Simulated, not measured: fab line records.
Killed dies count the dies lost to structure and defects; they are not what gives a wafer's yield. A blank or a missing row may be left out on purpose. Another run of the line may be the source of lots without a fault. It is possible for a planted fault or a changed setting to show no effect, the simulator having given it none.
A struck lot beside a sound one :: flow sfq line :: 18 steps out of a route of 325
Sound: wafers L355.2, L355.4, L355.5. Struck: wafer L368.2; the same lot's L368.3 was not struck, so it is left out; see the end for the cause.
For every step that has rows: the tool of each side, followed by ch and its chambers, followed by its first start. Under that, the readings that differ: sound wafers :: struck wafers :: difference of the means :: sigmas: that difference in standard deviations of wafers without a fault.
alike: words and numbers the same on both sides, and readings whose means are apart by under 2 such deviations; not compared: readings that were withheld, readings missing a value for some wafer, numbers with overlapping values and no deviation given by the record, and bounds like >300 which may hide the same value.
A row with sigmas, a row that says differs or no value, or rows on one side alone: a step with any of these is where the two part. When numbers do not overlap yet have no deviation, they are printed without sigmas and do not part them. Lack of a reading on every wafer of one side parts them only where that side has two or more wafers.

SFQ_I1_OVL_MEAS_913:
  sound on overlay-01 at day 26 05:36; struck on overlay-02 at day 33 08:51
  alike: I1_OVL
SFQ_TRILAYER_I1_VIA_BARC_OPEN_VIA_ETCH_071: etches BARC in O2, target depth 125 nm, time 41.7 s.
  sound on rie diel-04 ch 0,3, day 26 05:38; struck on rie diel-02 ch 2, day 33 08:53
  alike: drypump motor current A, oes product au
  not compared: rf hours counter h
SFQ_TRILAYER_I1_VIA_ETCH_VIA_ETCH_052: etches SiO2 in CHF3, stops on Nb, target depth 260 nm.
  sound on rie diel-04 ch 0,3, day 26 05:40; struck on rie diel-02 ch 2, day 33 08:55
  alike: drypump motor current A, oes product au
SFQ_TRILAYER_I1_VIA_STRIP_STRIP_053: strips in O2.
  sound on rie metal-02 ch 0,1, day 26 05:47; struck on rie metal-04 ch 1, day 33 09:02
  alike: drypump motor current A, oes product au, platen temp c
  not compared: rf hours counter h
then, 2 steps without rows for these wafers: SFQ_TRILAYER_I1_VIA_STRIP_SOLV_CLEAN_054 (cleans in NMP, time 600 s); SFQ_TRILAYER_M2_DEP_PRE_CLEAN_056 (time 22.5 s).
SFQ_TRILAYER_M2_DEP_SPUTTER_055: material Nb, target thk 200 nm, time 133.3 s.
  sound on pvd sputter-04 at day 26 06:35; struck on pvd sputter-06 at day 33 09:51
  alike: base pressure pa, throttle valve pct
SFQ_M2_RS_MEAS_914: the measuring method here is four-point-probe.
  sound on film metro-03 at day 26 06:42; struck on film metro-04 at day 33 09:58
  alike: M2_NB_RS
then, 3 steps without rows for these wafers: SFQ_TRILAYER_M2_LITHO_COAT_062 (resist thk 62 nm); SFQ_TRILAYER_M2_LITHO_COAT_057 (resist thk 600 nm); SFQ_TRILAYER_M2_LITHO_SOFTBAKE_061.
-- the record jumps here: 6 days lie between the struck wafers' starts before and after --
SFQ_TRILAYER_M2_LITHO_EXPOSE_058: exposes mask M2, target cd 500 nm.
  sound on krf scanner-01 ch 0, day 32 21:31; struck on krf scanner-01 ch 0, day 39 16:39
  alike: mask
then, 2 steps without rows for these wafers: SFQ_TRILAYER_M2_LITHO_PEB_060 (peb time 60 s); SFQ_TRILAYER_M2_LITHO_DEVELOP_059 (time 60 s).
SFQ_M2_OVL_MEAS_916:
  sound on overlay-01 at day 32 22:50; struck on overlay-01 at day 39 17:58
  alike: M2_OVL
SFQ_TRILAYER_M2_BARC_OPEN_METAL_ETCH_077: etches BARC in O2, target depth 125 nm, time 41.7 s.
  sound on rie metal-02 ch 0,1, day 32 22:52; struck on rie metal-04 ch 1, day 39 17:59
reading: model.M2.cd nm (nm)
sound: 500.8 501.6 503.3
struck: 493.1
difference: -8.8
sigmas: 
  alike: drypump motor current A, oes product au
  not compared: rf hours counter h
SFQ_TRILAYER_M2_ETCH_METAL_ETCH_060: etches Nb in Cl2/Ar, stops on SiO2, target depth 240 nm, time 120 s.
  sound on rie metal-02 ch 0,1, day 32 22:55; struck on rie metal-04 ch 1, day 39 18:03
reading: model.M2.cd nm (nm)
sound: 501 500.7 504.8
struck: 494.6
difference: -7.6
sigmas: 
  alike: drypump motor current A, oes product au
  not compared: rf hours counter h
SFQ_TRILAYER_M2_STRIP_STRIP_061: strips in O2.
  sound on rie metal-02 ch 0,1, day 32 23:03; struck on rie metal-04 ch 1, day 39 18:10
  alike: drypump motor current A, oes product au, platen temp c
  not compared: rf hours counter h

== WHERE THEY PART ==
Nowhere in this record.

WHY: the cause the simulator had injected
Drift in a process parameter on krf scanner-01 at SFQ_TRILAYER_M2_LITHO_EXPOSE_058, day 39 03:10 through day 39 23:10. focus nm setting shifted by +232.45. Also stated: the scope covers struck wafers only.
